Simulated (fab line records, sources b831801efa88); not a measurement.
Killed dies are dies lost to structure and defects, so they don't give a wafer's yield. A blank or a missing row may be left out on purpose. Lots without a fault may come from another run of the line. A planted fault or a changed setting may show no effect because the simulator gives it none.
fab line records | flow gf180mcu
record lots=5 wafers=15 last_day=33
route steps=602 shown V2@407 M3@409 V3@429
lots that met no fault: from a run of the same line without faults
start_h: hours from the record's first day to the start of the lot's first wafer shown | wait_h: hours since the lot's step before | " the same as in the row above | L1.1+2: a row that stands for several wafers | - no value, or no start given | * or withheld: withheld | < > ~ a bound
route shown NAME@n: a module of which the file shows steps, and the number in the route of the first | usual: mean/standard deviation of fault-free wafers | same: alike in all rows | chamber/n: place in a boat | sites: the reading at each site | _std_site: their standard deviation | _edge_site: outer sites' mean less inner sites' | radius_mm: how far each site lies from the wafer's centre | mask NAME#n: copy n | behind: the tool/chamber that last shaped the wafer | hold: why the lot was held/for how many hours/how that ended | device: the transistor (n, p or np) that didn't switch | end of line: the same wafers' tests at the end of the route | a step without rows: its recipe alone | killed: dies lost to structure and defects at the first sort, not the wafer's yield | map: a wafer's dies, x killed, . not, _ none there
set.NAME: the setting as run; set.NAME@STEP: as run at that earlier step | model.NAME: the simulator's own value behind a step, which no gauge read
lots at some steps of the route; a table a step, a row a wafer
services: from which hour (start_h, from the record's first day; less than 0 if before it) a tool's chamber was out of use, for how many hours, and why
## steps
# step GF_V2_THK_MEAS_25
# recipe thk_meas_gauge=xrf reads=W_of_V2_CVD_23
# usual V2_W_THK=352/5.2
# columns lot.wafer tool chamber start_h wait_h V2_W_THK[nm]
L074.3 film_metro-03 - 462.56 0.1 349
L074.5 " - " " 353
L074.6 " - " " 352
L079.1 film_metro-01 - 512.45 0.1 356
L079.2 " - " " 356
L079.3 " - " " 351
L086.3 film_metro-03 - 578.43 0.1 347
L086.4 " - " " 347
L086.6 " - " " 348
L087.2 film_metro-01 - 579.68 0.1 360
L087.4 " - " " 365
L087.5 " - " " 360
L093.2 film_metro-04 - 621.50 0.1 353
L093.4 " - " " 351
L093.6 " - " " 346
# step GF_V2_CMP_26
# recipe stop_on=SiO2 down_force_psi=3.5 platen_rpm=60 t_overpolish_s=15 target_thk_nm=0 pad_velocity_m_s=0.94248
# usual motor_current_A=10.8/1.1 overpolish_run_s=15.000/0.0083 time_to_endpoint_s=84/3.2
# columns lot.wafer tool chamber start_h wait_h motor_current_A overpolish_run_s time_to_endpoint_s
L074.3 cmp-01 0 462.77 0.2 10.6 15.011 81
L074.6 " 1 " " 12.3 14.997 83
L074.5 " 2 " " 9.5 15.011 77
L079.1 cmp-01 1 512.51 0.1 11.6 14.998 82
L079.3 " 2 " " 10.2 15.001 81
L079.2 " 3 " " 9.1 15.021 86
L086.3 cmp-01 3 578.52 0.1 9.2 14.986 86
L086.4 " 0 " " 11.5 15.001 87
L086.6 " 3 " " 9.0 14.993 90
L087.2 cmp-01 1 579.78 0.1 12.3 15.011 88
L087.4 " 2 " " 9.6 15.015 87
L087.5 " 1 " " 12.2 14.992 88
L093.2 cmp-02 0 621.55 0.0 13.0 15.003 84
L093.4 " 2 " " 11.8 14.998 83
L093.6 " 1 " " 9.0 14.992 85
# step GF_M3_SPUTTER_00
# recipe material=Ti target_thk_nm=37.5 arriving_ion_energy_ev=80 substrate_temp_c=200 chamber_pressure_pa=2 power_w=4000 time_s=150
# usual throttle_valve_pct=29.9/1.3
# columns lot.wafer tool chamber start_h wait_h throttle_valve_pct
L074.3 pvd_sputter-04 - 462.92 0.1 29.1
L074.5 " - " " 29.3
L074.6 " - " " 31.4
L079.1 pvd_sputter-03 - 512.81 0.2 31.3
L079.2 " - " " 30.3
L079.3 " - " " 30.8
L086.3 pvd_sputter-03 - 578.77 0.2 30.7
L086.4 " - " " 30.2
L086.6 " - " " 30.3
L087.2 pvd_sputter-04 - 580.03 0.2 29.1
L087.4 " - " " 28.0
L087.5 " - " " 31.3
L093.2 pvd_sputter-01 - 621.85 0.2 30.3
L093.4 " - " " 31.9
L093.6 " - " " 32.1
# step GF_M3_SPUTTER_01
# recipe material=TiN target_thk_nm=30 power_w=6500 time_s=25 chamber_pressure_pa=0.4
# usual throttle_valve_pct=29.8/1.3
# columns lot.wafer tool chamber start_h wait_h throttle_valve_pct
L074.3 pvd_sputter-04 - 463.02 0.1 29.0
L074.5 " - " " 28.9
L074.6 " - " " 31.3
L079.1 pvd_sputter-03 - 512.91 0.1 31.2
L079.2 " - " " 30.3
L079.3 " - " " 30.6
L086.3 pvd_sputter-03 - 578.87 0.1 30.4
L086.4 " - " " 30.4
L086.6 " - " " 30.4
L087.2 pvd_sputter-04 - 580.13 0.1 29.0
L087.4 " - " " 28.0
L087.5 " - " " 31.3
L093.2 pvd_sputter-01 - 621.95 0.1 30.0
L093.4 " - " " 32.1
L093.6 " - " " 32.0
# step GF_M3_SPUTTER_02
# recipe material=AlCu target_thk_nm=450 power_w=10600 time_s=23.9 chamber_pressure_pa=0.4
# usual throttle_valve_pct=29.8/1.3
# columns lot.wafer tool chamber start_h wait_h throttle_valve_pct
L074.3 pvd_sputter-04 - 463.05 0.0 28.9
L074.5 " - " " 28.6
L074.6 " - " " 31.2
L079.1 pvd_sputter-03 - 512.94 0.0 31.1
L079.2 " - " " 30.1
L079.3 " - " " 30.7
L086.3 pvd_sputter-03 - 578.90 0.0 30.5
L086.4 " - " " 30.3
L086.6 " - " " 30.1
L087.2 pvd_sputter-04 - 580.16 0.0 28.9
L087.4 " - " " 27.9
L087.5 " - " " 31.3
L093.2 pvd_sputter-01 - 621.98 0.0 29.9
L093.4 " - " " 31.9
L093.6 " - " " 32.0
# step GF_M3_SPUTTER_03
# recipe material=Ti target_thk_nm=10 substrate_temp_c=300 chamber_pressure_pa=0.3 power_w=3000 time_s=6.7
# usual throttle_valve_pct=29.8/1.3
# columns lot.wafer tool chamber start_h wait_h throttle_valve_pct
L074.3 pvd_sputter-04 - 463.08 0.0 29.3
L074.5 " - " " 28.8
L074.6 " - " " 31.4
L079.1 pvd_sputter-03 - 512.97 0.0 31.6
L079.2 " - " " 30.2
L079.3 " - " " 30.5
L086.3 pvd_sputter-03 - 578.93 0.0 30.8
L086.4 " - " " 30.2
L086.6 " - " " 30.4
L087.2 pvd_sputter-04 - 580.19 0.0 28.9
L087.4 " - " " 28.0
L087.5 " - " " 31.3
L093.2 pvd_sputter-01 - 622.01 0.0 30.0
L093.4 " - " " 32.0
L093.6 " - " " 32.1
# step GF_M3_SPUTTER_04
# recipe material=TiN target_thk_nm=50 power_w=6500 time_s=41.7 chamber_pressure_pa=0.4
# usual throttle_valve_pct=29.8/1.3
# columns lot.wafer tool chamber start_h wait_h throttle_valve_pct
L074.3 pvd_sputter-04 - 463.10 0.0 29.5
L074.5 " - " " 29.0
L074.6 " - " " 31.4
L079.1 pvd_sputter-03 - 512.99 0.0 31.0
L079.2 " - " " 30.1
L079.3 " - " " 30.5
L086.3 pvd_sputter-03 - 578.95 0.0 30.6
L086.4 " - " " 30.2
L086.6 " - " " 30.2
L087.2 pvd_sputter-04 - 580.21 0.0 28.7
L087.4 " - " " 27.9
L087.5 " - " " 31.4
L093.2 pvd_sputter-01 - 622.03 0.0 29.9
L093.4 " - " " 31.9
L093.6 " - " " 32.0
# step GF_M3_RS_MEAS_05
# recipe thk_meas_gauge=four-point-probe reads=TiN_of_M3_SPUTTER_04+Ti_of_M3_SPUTTER_03+AlCu_of_M3_SPUTTER_02+TiN_of_M3_SPUTTER_01+Ti_of_M3_SPUTTER_00
# usual M3_ALCU_RS=0.0698/0.00082
# columns lot.wafer tool chamber start_h wait_h M3_ALCU_RS[ohm/sq]
L074.3 film_metro-01 - 463.18 0.1 0.0693
L074.5 " - " " 0.0692
L074.6 " - " " 0.0694
L079.1 film_metro-02 - 513.03 0.0 0.0685
L079.2 " - " " 0.0690
L079.3 " - " " 0.0686
L086.3 film_metro-02 - 579.03 0.1 0.0689
L086.4 " - " " 0.0692
L086.6 " - " " 0.0688
L087.2 film_metro-02 - 580.27 0.0 0.0695
L087.4 " - " " 0.0695
L087.5 " - " " 0.0696
L093.2 film_metro-04 - 622.09 0.0 0.0705
L093.4 " - " " 0.0696
L093.6 " - " " 0.0702
# step GF_M3_THK_MEAS_06
# recipe thk_meas_gauge=xrf reads=AlCu_of_M3_SPUTTER_02
# usual M3_ALCU_THK=454/7.4
# columns lot.wafer tool chamber start_h wait_h M3_ALCU_THK[nm]
L074.3 film_metro-01 - 463.28 0.1 457
L074.5 " - " " 460
L074.6 " - " " 457
L079.1 film_metro-02 - 513.15 0.1 466
L079.2 " - " " 460
L079.3 " - " " 465
L086.3 film_metro-02 - 579.13 0.1 465
L086.4 " - " " 460
L086.6 " - " " 464
L087.2 film_metro-02 - 580.38 0.1 461
L087.4 " - " " 462
L087.5 " - " " 461
L093.2 film_metro-04 - 622.20 0.1 447
L093.4 " - " " 452
L093.6 " - " " 449
# step GF_M3_DEHYDRATE_07
# recipe temp_c=200 time_s=60
# columns lot.wafer tool chamber start_h wait_h
L074.3+5+6 litho_track-03 0 475.38 12.1
L079.1+2+3 litho_track-04 0 523.77 10.6
L086.3+4+6 litho_track-01 0 588.99 9.8
L087.2+4+5 litho_track-03 0 590.21 9.8
L093.2+4+6 litho_track-03 0 631.56 9.3
# step GF_M3_HMDS_08
# recipe prime_time_s=60 prime_temp_c=120
# columns lot.wafer tool chamber start_h wait_h
L074.3+5+6 litho_track-03 0 475.53 0.1
L079.1+2+3 litho_track-04 0 523.92 0.1
L086.3+4+6 litho_track-01 0 589.14 0.1
L087.2+4+5 litho_track-03 0 590.36 0.1
L093.2+4+6 litho_track-03 0 631.71 0.1
# step GF_M3_COAT_09
# recipe resist=KrF spin_rpm=withheld resist_thk_nm=1000
# columns lot.wafer tool chamber start_h wait_h
L074.3+5+6 litho_track-03 0 475.68 0.1
L079.1+2+3 litho_track-04 0 524.07 0.1
L086.3+4+6 litho_track-01 0 589.29 0.1
L087.2+4+5 litho_track-03 0 590.51 0.1
L093.2+4+6 litho_track-03 0 631.86 0.1
# step GF_M3_SOFTBAKE_10
# recipe temp_c=130 time_s=60 resist=KrF
# columns lot.wafer tool chamber start_h wait_h
L074.3+5+6 litho_track-03 0 475.83 0.1
L079.1+2+3 litho_track-04 0 524.22 0.1
L086.3+4+6 litho_track-01 0 589.44 0.1
L087.2+4+5 litho_track-03 0 590.66 0.1
L093.2+4+6 litho_track-03 0 632.01 0.1
# step GF_M3_EXPOSE_11
# recipe mask_id=Metal3 target_cd_nm=280 na=0.68 source_shape=conventional sigma_outer=0.6 dose_mj=28
# columns lot.wafer tool chamber start_h wait_h mask
L074.3+5+6 krf_scanner-01 0 - - Metal3#0
L079.1+2+3 krf_scanner-02 0 - - Metal3#0
L086.3+4+6 krf_scanner-02 0 - - Metal3#0
L087.2+4+5 krf_scanner-01 0 - - Metal3#0
L093.2+4+6 krf_scanner-01 0 - - Metal3#0
# step GF_M3_PEB_12
# recipe peb_temp_c=135 peb_time_s=90 resist=KrF
# same peb_time_s=90
# columns lot.wafer tool chamber start_h wait_h
L074.3+5+6 litho_track-01 0 - -
L079.1+2+3 litho_track-04 0 - -
L086.3+4+6 litho_track-01 0 - -
L087.2+4+5 litho_track-01 0 - -
L093.2+4+6 litho_track-03 0 - -
# step GF_M3_DEVELOP_13
# recipe develop_time_s=60 dev_temp_c=21
# columns lot.wafer tool chamber start_h wait_h
L074.3+5+6 litho_track-01 0 487.84 0.1
L079.1+2+3 litho_track-04 0 535.47 0.2
L086.3+4+6 litho_track-01 0 600.24 0.1
L087.2+4+5 litho_track-01 0 601.76 0.2
L093.2+4+6 litho_track-03 0 642.31 0.2
# step GF_M3_CD_MEAS_14
# recipe target_cd_nm=280
# usual cd_nm=280.2/1.1
# columns lot.wafer tool chamber start_h wait_h cd_nm
L074.3 cd_sem-02 - 487.98 0.1 279.4
L074.5 " - " " 279.0
L074.6 " - " " 280.2
L079.1 cd_sem-02 - 535.62 0.1 278.7
L079.2 " - " " 279.2
L079.3 " - " " 278.9
L086.3 cd_sem-02 - 600.38 0.1 280.0
L086.4 " - " " 279.5
L086.6 " - " " 279.3
L087.2 cd_sem-02 - 601.91 0.1 281.7
L087.4 " - " " 281.1
L087.5 " - " " 283.1
L093.2 cd_sem-02 - 642.45 0.1 280.7
L093.4 " - " " 281.0
L093.6 " - " " 280.1
# step GF_M3_OVL_MEAS_15
# usual M3_OVL=6/6.1
# columns lot.wafer tool chamber start_h wait_h M3_OVL[nm]
L074.3 overlay-01 - 488.07 0.1 -1
L074.5 " - " " 1
L074.6 " - " " 2
L079.1 overlay-02 - 535.74 0.1 9
L079.2 " - " " 8
L079.3 " - " " 7
L086.3 overlay-02 - 600.47 0.1 16
L086.4 " - " " 13
L086.6 " - " " 9
L087.2 overlay-01 - 602.02 0.1 5
L087.4 " - " " 4
L087.5 " - " " 6
L093.2 overlay-02 - 642.56 0.1 2
L093.4 " - " " 7
L093.6 " - " " 11
# step GF_M3_METAL_ETCH_16
# recipe chemistry=Cl2/BCl3 mask_material=KrF target_depth_nm=750.8 stop_on=SiO2 pressure_mtorr=8 icp_w=800 bias_w=140 Cl2_flow_sccm=80 bcl3_flow_sccm=40 time_s=125.1
# usual drypump_motor_current_A=5.9/0.37 oes_product_au=0.991/0.006 throttle_valve_pct=28.230/0.0098
# columns lot.wafer tool chamber start_h wait_h drypump_motor_current_A oes_product_au rf_hours_counter_h throttle_valve_pct
L074.3 rie_metal-04 0 488.14 0.1 6.1 0.987 - 28.220
L074.5 " 0 " " 6.1 0.996 - 28.233
L074.6 " 1 " " 6.4 0.992 - 28.225
L079.1 rie_metal-01 0 535.77 0.0 6.3 0.991 9 28.230
L079.2 " 1 " " 5.7 0.989 12 28.244
L079.3 " 1 " " 5.7 0.992 - 28.237
L086.3 rie_metal-01 0 600.54 0.1 6.3 0.998 - 28.227
L086.4 " 1 " " 5.7 0.983 - 28.245
L086.6 " 1 " " 5.7 0.987 - 28.225
L087.2 rie_metal-04 1 602.05 0.0 6.4 0.987 9 28.237
L087.4 " 0 " " 6.0 0.984 - 28.224
L087.5 " 0 " " 6.1 0.994 - 28.245
L093.2 rie_metal-01 1 642.59 0.0 5.7 0.985 1 28.235
L093.4 " 0 " " 6.3 0.990 - 28.218
L093.6 " 1 " " 5.7 0.989 - 28.234
# step GF_M3_STRIP_17
# recipe chemistry=O2/N2 power_w=1400 pressure_mtorr=1500 platen_temp_c=250 o2_flow_sccm=3000 n2_flow_sccm=300 overash_fraction=0.5
# usual drypump_motor_current_A=5.9/0.42 heater_power_w=340/37 o2_flow_sccm=3001/9.6 oes_product_au=0.539/0.0053 strip_time_to_endpoint_s=7.41/0.05
# columns lot.wafer tool chamber start_h wait_h drypump_motor_current_A heater_power_w o2_flow_sccm oes_product_au rf_hours_counter_h strip_time_to_endpoint_s
L074.3 plasma_asher-04 1 488.26 0.1 6.5 325 3015 0.542 - 7.47
L074.5 " 0 " " 5.8 333 2994 0.540 - 7.43
L074.6 " 1 " " 6.5 331 3009 0.541 - 7.46
L079.1 plasma_asher-02 0 535.90 0.1 5.8 294 2993 0.542 11 7.43
L079.2 " 1 " " 5.5 424 3003 0.548 11 7.51
L079.3 " 0 " " 5.8 283 3007 0.545 - 7.51
L086.3 plasma_asher-02 1 600.66 0.1 5.5 408 3007 0.536 - 7.31
L086.4 " 0 " " 5.7 286 2985 0.540 - 7.45
L086.6 " 1 " " 5.5 417 3013 0.543 - 7.40
L087.2 plasma_asher-04 0 602.17 0.1 5.9 318 3004 0.532 98 7.44
L087.4 " 1 " " 6.5 336 3005 0.534 - 7.46
L087.5 " 1 " " 6.5 320 2995 0.533 - 7.36
L093.2 plasma_asher-03 0 642.72 0.1 6.0 353 3012 0.545 91 7.52
L093.4 " 1 " " 5.3 344 2997 0.543 - 7.42
L093.6 " 1 " " 5.3 354 2978 0.546 - 7.47
# step GF_M3_STRIP_18
# recipe chemistry=post_etch_residue_remover time_s=1200 temp_c=72.5
# columns lot.wafer tool chamber start_h wait_h
L074.3+5+6 wet_bench-02 1 488.33 0.0
L079.1+2+3 wet_bench-02 2 536.00 0.1
L086.3+4+6 wet_bench-04 1 600.72 0.0
L087.2+4+5 wet_bench-02 1 602.27 0.1
L093.2+4+6 wet_bench-02 3 642.82 0.1
# step GF_M3_CLEAN_19
# recipe chemistry=DIW dry=n2_spin
# columns lot.wafer tool chamber start_h wait_h
L074.3+5+6 wet_bench-01 3 489.01 0.0
L079.1+2+3 wet_bench-04 2 536.34 0.0
L086.3+4+6 wet_bench-01 2 601.07 0.0
L087.2+4+5 wet_bench-02 3 602.65 0.0
L093.2+4+6 wet_bench-04 1 643.16 0.0
# step GF_V3_CVD_00
# recipe material=SiO2 target_thk_nm=600 sigma_open_frac=0.3 temp_c=400 time_s=100 sih4_flow_sccm=60 pressure_mtorr=6
# usual susceptor_temp_C=399.98/0.21
# columns lot.wafer tool chamber start_h wait_h susceptor_temp_C
L074.3 hdpcvd-02 2 489.10 0.0 400.24
L074.5 " 1 " " 399.74
L074.6 " 2 " " 400.20
L079.1 hdpcvd-02 1 536.44 0.0 400.13
L079.2 " 2 " " 400.12
L079.3 " 0 " " 399.95
L086.3 hdpcvd-01 2 601.19 0.0 399.89
L086.4 " 0 " " 400.29
L086.6 " 0 " " 399.94
L087.2 hdpcvd-01 2 602.75 0.0 400.19
L087.4 " 0 " " 399.97
L087.5 " 2 " " 399.73
L093.2 hdpcvd-02 0 643.25 0.0 400.06
L093.4 " 2 " " 399.92
L093.6 " 0 " " 399.80
# step GF_V3_THK_MEAS_01
# recipe reads=SiO2_of_V3_CVD_00
# usual V3_CVD_00_THK=599/5.7
# columns lot.wafer tool chamber start_h wait_h V3_CVD_00_THK[nm]
L074.3 film_metro-04 - 489.19 0.1 588
L074.5 " - " " 596
L074.6 " - " " 598
L079.1 film_metro-03 - 536.51 0.0 597
L079.2 " - " " 592
L079.3 " - " " 606
L086.3 film_metro-02 - 601.29 0.1 604
L086.4 " - " " 595
L086.6 " - " " 606
L087.2 film_metro-02 - 602.87 0.1 597
L087.4 " - " " 605
L087.5 " - " " 604
L093.2 film_metro-03 - 643.33 0.0 606
L093.4 " - " " 601
L093.6 " - " " 607
# step GF_V3_CVD_02
# recipe material=SiO2 target_thk_nm=850 precursor=TEOS temp_c=400 time_s=94.851 rf_w=600
# usual heater_power_w=660/96 susceptor_temp_C=400.00/0.22
# columns lot.wafer tool chamber start_h wait_h heater_power_w since_wet_clean_h susceptor_temp_C
L074.3 pecvd-03 0 489.23 0.0 607 106 399.87
L074.5 " 2 " " 717 - 400.32
L074.6 " 0 " " 624 - 399.94
L079.1 pecvd-04 0 536.57 0.1 560 778 400.07
L079.2 " 2 " " 785 778 399.95
L079.3 " 1 " " 712 778 400.02
L086.3 pecvd-02 2 601.33 0.0 484 635 399.71
L086.4 " 1 " " 714 - 400.09
L086.6 " 2 " " 537 - 399.97
L087.2 pecvd-03 0 602.92 0.0 645 220 399.85
L087.4 " 0 " " 515 - 399.77
L087.5 " 1 " " 724 - 399.94
L093.2 pecvd-02 0 643.38 0.0 509 677 400.02
L093.4 " 2 " " 585 - 400.24
L093.6 " 1 " " 588 - 400.07
# step GF_V3_THK_MEAS_03
# recipe reads=SiO2_of_V3_CVD_02
# usual V3_CVD_02_THK=848/9.6
# columns lot.wafer tool chamber start_h wait_h V3_CVD_02_THK[nm]
L074.3 film_metro-03 - 489.32 0.1 841
L074.5 " - " " 858
L074.6 " - " " 855
L079.1 film_metro-04 - 536.64 0.0 841
L079.2 " - " " 850
L079.3 " - " " 846
L086.3 film_metro-04 - 601.42 0.1 834
L086.4 " - " " 847
L086.6 " - " " 857
L087.2 film_metro-04 - 603.00 0.0 840
L087.4 " - " " 851
L087.5 " - " " 862
L093.2 film_metro-02 - 643.46 0.0 849
L093.4 " - " " 850
L093.6 " - " " 866
# step GF_V3_CMP_04
# recipe material=SiO2 down_force_psi=4 platen_rpm=60 pad_velocity_m_s=0.94248
# usual motor_current_A=11.8/1.2 time_to_endpoint_s=79/4.7
# columns lot.wafer tool chamber start_h wait_h motor_current_A time_to_endpoint_s
L074.3 cmp-02 0 489.51 0.2 12.9 77
L074.5 " 1 " " 9.7 82
L074.6 " 2 " " 12.4 80
L079.2 cmp-02 2 536.70 0.0 12.6 80
L079.3 " 3 " " 13.1 78
L079.1 " 1 " " 10.1 75
L086.4 cmp-01 2 601.46 0.0 11.2 75
L086.3 " 0 " " 12.0 69
L086.6 " 3 " " 10.0 78
L087.4 cmp-01 2 603.15 0.1 11.5 77
L087.2 " 3 " " 10.4 74
L087.5 " 1 " " 12.8 80
L093.4 cmp-01 1 643.61 0.1 12.4 78
L093.2 " 2 " " 10.7 82
L093.6 " 3 " " 10.0 86
# step GF_V3_BOW_MEAS_05
# recipe mode=bow
# usual V3_BOW=118/7.6
# columns lot.wafer tool chamber start_h wait_h V3_BOW[um]
L074.3 film_metro-03 - 489.70 0.1 126
L074.5 " - " " 116
L074.6 " - " " 130
L079.1 film_metro-03 - 537.00 0.1 118
L079.2 " - " " 108
L079.3 " - " " 108
L086.3 film_metro-02 - 601.80 0.2 130
L086.4 " - " " 127
L086.6 " - " " 124
L087.2 film_metro-03 - 603.37 0.1 105
L087.4 " - " " 100
L087.5 " - " " 111
L093.2 film_metro-03 - 643.83 0.1 106
L093.4 " - " " 103
L093.6 " - " " 108
# step GF_V3_DEHYDRATE_06
# recipe temp_c=200 time_s=60
# columns lot.wafer tool chamber start_h wait_h
L074.3+5+6 litho_track-04 0 500.82 11.1
L079.1+2+3 litho_track-02 0 547.85 10.8
L086.3+4+6 litho_track-03 0 611.28 9.5
L087.2+4+5 litho_track-02 0 612.87 9.5
L093.2+4+6 litho_track-04 0 652.64 8.8
# step GF_V3_HMDS_07
# recipe prime_time_s=60 prime_temp_c=120
# columns lot.wafer tool chamber start_h wait_h
L074.3+5+6 litho_track-04 0 500.97 0.1
L079.1+2+3 litho_track-02 0 548.00 0.1
L086.3+4+6 litho_track-03 0 611.43 0.1
L087.2+4+5 litho_track-02 0 613.02 0.1
L093.2+4+6 litho_track-04 0 652.79 0.1
# step GF_V3_COAT_08
# recipe resist=BARC temp_c=withheld time_s=withheld spin_rpm=withheld resist_thk_nm=withheld
# columns lot.wafer tool chamber start_h wait_h
L074.3+5+6 litho_track-04 0 501.12 0.1
L079.1+2+3 litho_track-02 0 548.15 0.1
L086.3+4+6 litho_track-03 0 611.58 0.1
L087.2+4+5 litho_track-02 0 613.17 0.1
L093.2+4+6 litho_track-04 0 652.94 0.1
# step GF_V3_COAT_09
# recipe resist=KrF spin_rpm=withheld resist_thk_nm=1000
# columns lot.wafer tool chamber start_h wait_h
L074.3+5+6 litho_track-04 0 - -
L079.1+2+3 litho_track-02 0 - -
L086.3+4+6 litho_track-03 0 - -
L087.2+4+5 litho_track-02 0 - -
L093.2+4+6 litho_track-04 0 - -
# step GF_V3_SOFTBAKE_10
# recipe temp_c=130 time_s=60 resist=KrF
# columns lot.wafer tool chamber start_h wait_h
L074.3+5+6 litho_track-04 0 - -
L079.1+2+3 litho_track-02 0 - -
L086.3+4+6 litho_track-03 0 - -
L087.2+4+5 litho_track-02 0 - -
L093.2+4+6 litho_track-04 0 - -
# step GF_V3_EXPOSE_11
# recipe mask_id=Via3 target_cd_nm=260 na=0.68 source_shape=conventional sigma_outer=0.6 dose_mj=38
# columns lot.wafer tool chamber start_h wait_h mask
L074.3+5+6 krf_scanner-01 0 - - Via3#0
L079.1+2+3 krf_scanner-02 0 - - Via3#0
L086.3+4+6 krf_scanner-02 0 - - Via3#0
L087.2+4+5 krf_scanner-02 0 - - Via3#0
L093.2+4+6 krf_scanner-01 0 - - Via3#0
# step GF_V3_PEB_12
# recipe peb_temp_c=135 peb_time_s=90 resist=KrF
# same peb_time_s=90
# columns lot.wafer tool chamber start_h wait_h
L074.3+5+6 litho_track-04 0 - -
L079.1+2+3 litho_track-03 0 - -
L086.3+4+6 litho_track-03 0 - -
L087.2+4+5 litho_track-03 0 - -
L093.2+4+6 litho_track-02 0 - -
# step GF_V3_DEVELOP_13
# recipe develop_time_s=60 resist=KrF dev_temp_c=21
# columns lot.wafer tool chamber start_h wait_h
L074.3+5+6 litho_track-04 0 512.72 0.1
L079.1+2+3 litho_track-03 0 559.33 0.2
L086.3+4+6 litho_track-03 0 622.53 0.1
L087.2+4+5 litho_track-03 0 623.81 0.2
L093.2+4+6 litho_track-02 0 663.32 0.2
# step GF_V3_CD_MEAS_14
# recipe target_cd_nm=260
# usual cd_nm=259.5/1.3
# columns lot.wafer tool chamber start_h wait_h cd_nm
L074.3 cd_sem-02 - 512.86 0.1 261.3
L074.5 " - " " 260.0
L074.6 " - " " 259.9
L079.1 cd_sem-01 - 559.48 0.1 258.5
L079.2 " - " " 258.7
L079.3 " - " " 258.2
L086.3 cd_sem-02 - 622.67 0.1 258.9
L086.4 " - " " 257.6
L086.6 " - " " 258.6
L087.2 cd_sem-01 - 623.95 0.1 261.5
L087.4 " - " " 262.1
L087.5 " - " " 263.1
L093.2 cd_sem-02 - 663.47 0.1 259.9
L093.4 " - " " 259.8
L093.6 " - " " 260.1
# step GF_V3_OVL_MEAS_15
# usual V3_OVL=-1/4.1
# columns lot.wafer tool chamber start_h wait_h V3_OVL[nm]
L074.3 overlay-01 - 512.95 0.1 0
L074.5 " - " " 1
L074.6 " - " " -2
L079.1 overlay-01 - 559.60 0.1 6
L079.2 " - " " -1
L079.3 " - " " 0
L086.3 overlay-01 - 622.76 0.1 3
L086.4 " - " " 4
L086.6 " - " " 2
L087.2 overlay-01 - 624.06 0.1 -2
L087.4 " - " " 5
L087.5 " - " " -7
L093.2 overlay-01 - 663.57 0.1 -2
L093.4 " - " " -4
L093.6 " - " " 1
# step GF_V3_ETCH_16
# recipe chemistry=N2/H2 target_depth_a=withheld overetch_a=withheld time_s=withheld target=BARC ion_energy_ev=200 source_w=500 bias_w=100 pressure_mtorr=30 n2_flow_sccm=100 h2_flow_sccm=200
# usual drypump_motor_current_A=5.5/0.45 oes_product_au=0.855/0.0047 throttle_valve_pct=13.225/0.0097
# columns lot.wafer tool chamber start_h wait_h drypump_motor_current_A oes_product_au throttle_valve_pct
L074.3 rie_diel-04 2 512.97 0.0 5.5 0.860 13.226
L074.5 " 3 " " 5.7 0.854 13.234
L074.6 " 2 " " 5.5 0.856 13.231
L079.1 rie_diel-03 0 559.64 0.0 4.7 0.857 13.206
L079.2 " 1 " " 5.7 0.852 13.219
L079.3 " 3 " " 5.8 0.863 13.226
L086.3 rie_diel-04 1 622.79 0.0 5.8 0.858 13.241
L086.4 " 0 " " 5.8 0.859 13.238
L086.6 " 0 " " 5.8 0.845 13.208
L087.2 rie_diel-02 2 624.09 0.0 5.5 0.858 13.221
L087.4 " 0 " " 4.9 0.854 13.225
L087.5 " 1 " " 5.9 0.856 13.212
L093.2 rie_diel-03 1 663.60 0.0 5.7 0.860 13.208
L093.4 " 3 " " 5.8 0.860 13.218
L093.6 " 3 " " 5.8 0.860 13.254
# step GF_V3_ETCH_17
# recipe chemistry=C4F8/O2/Ar mask_material=KrF target=SiO2 stop_on=TiN source_w=1500 bias_w=1200 pressure_mtorr=40 c4f8_flow_sccm=withheld O2_flow_sccm=6 Ar_flow_sccm=300 time_s=withheld target_depth_a=6350
# usual oes_product_au=0.856/0.0043
# columns lot.wafer tool chamber start_h wait_h oes_product_au
L074.3 rie_diel-04 2 - - 0.856
L074.5 " 3 " " 0.849
L074.6 " 2 " " 0.852
L079.1 rie_diel-03 0 - - 0.857
L079.2 " 1 " " 0.857
L079.3 " 3 " " 0.861
L086.3 rie_diel-04 1 - - 0.858
L086.4 " 0 " " 0.854
L086.6 " 0 " " 0.851
L087.2 rie_diel-02 2 - - 0.849
L087.4 " 0 " " 0.854
L087.5 " 1 " " 0.847
L093.2 rie_diel-03 1 - - 0.851
L093.4 " 3 " " 0.853
L093.6 " 3 " " 0.851
# step GF_V3_STRIP_18
# recipe chemistry=O2/N2 power_w=1400 pressure_mtorr=1500 platen_temp_c=250 o2_flow_sccm=3000 n2_flow_sccm=300 overash_fraction=0.5
# usual drypump_motor_current_A=5.9/0.43 heater_power_w=323/40 o2_flow_sccm=3000/9 oes_product_au=0.592/0.0044
# columns lot.wafer tool chamber start_h wait_h drypump_motor_current_A heater_power_w o2_flow_sccm oes_product_au rf_hours_counter_h
L074.3 plasma_asher-01 0 513.14 - 6.1 271 3006 0.600 -
L074.5 " 0 " " 6.1 269 2991 0.591 -
L074.6 " 1 " " 5.2 332 3003 0.591 -
L079.1 plasma_asher-02 0 559.77 - 5.8 286 2986 0.589 13
L079.2 " 1 " " 5.5 422 2994 0.596 13
L079.3 " 1 " " 5.5 425 2998 0.595 -
L086.3 plasma_asher-02 0 622.95 - 5.7 298 3007 0.595 -
L086.4 " 1 " " 5.5 425 3001 0.596 -
L086.6 " 0 " " 5.7 290 2994 0.593 -
L087.2 plasma_asher-01 1 624.22 - 5.3 326 3002 0.593 49
L087.4 " 1 " " 5.3 327 3007 0.589 -
L087.5 " 0 " " 6.1 267 3001 0.585 -
L093.2 plasma_asher-04 0 663.73 - 5.8 324 3001 0.598 106
L093.4 " 1 " " 6.5 325 3015 0.595 -
L093.6 " 0 " " 5.9 330 2991 0.582 -
## services
# columns tool chamber start_h hours kind
wet_bench-02 - 442.13 0.7 repair
krf_scanner-02 - 450.13 1.0 pm
cmp-01 - 471.97 1.6 repair
krf_scanner-01 - 479.01 1.0 pm
krf_scanner-02 - 498.71 4.4 pm
pvd_sputter-03 - 506.99 3.8 repair
pvd_sputter-01 - 510.79 1.6 repair
krf_scanner-02 - 515.64 0.8 pm
krf_scanner-01 - 516.39 0.8 pm
krf_scanner-02 - 520.91 1.3 pm
pvd_sputter-03 - 530.89 1.1 repair
pvd_sputter-04 - 532.45 3.6 repair
pvd_sputter-03 - 534.07 8.7 repair
krf_scanner-01 - 555.51 1.6 repair
krf_scanner-01 - 557.14 1.3 pm
krf_scanner-01 - 564.95 4.4 pm
cmp-01 - 572.15 4.0 pm
krf_scanner-02 - 585.44 4.0 pm
pvd_sputter-03 - 613.10 4.8 repair
krf_scanner-02 - 619.13 1.0 pm
cmp-01 - 635.06 6.6 pm
pvd_sputter-04 - 639.59 5.2 repair
pvd_sputter-04 - 642.30 5.5 repair
krf_scanner-01 - 648.01 1.0 pm
## key
fault none
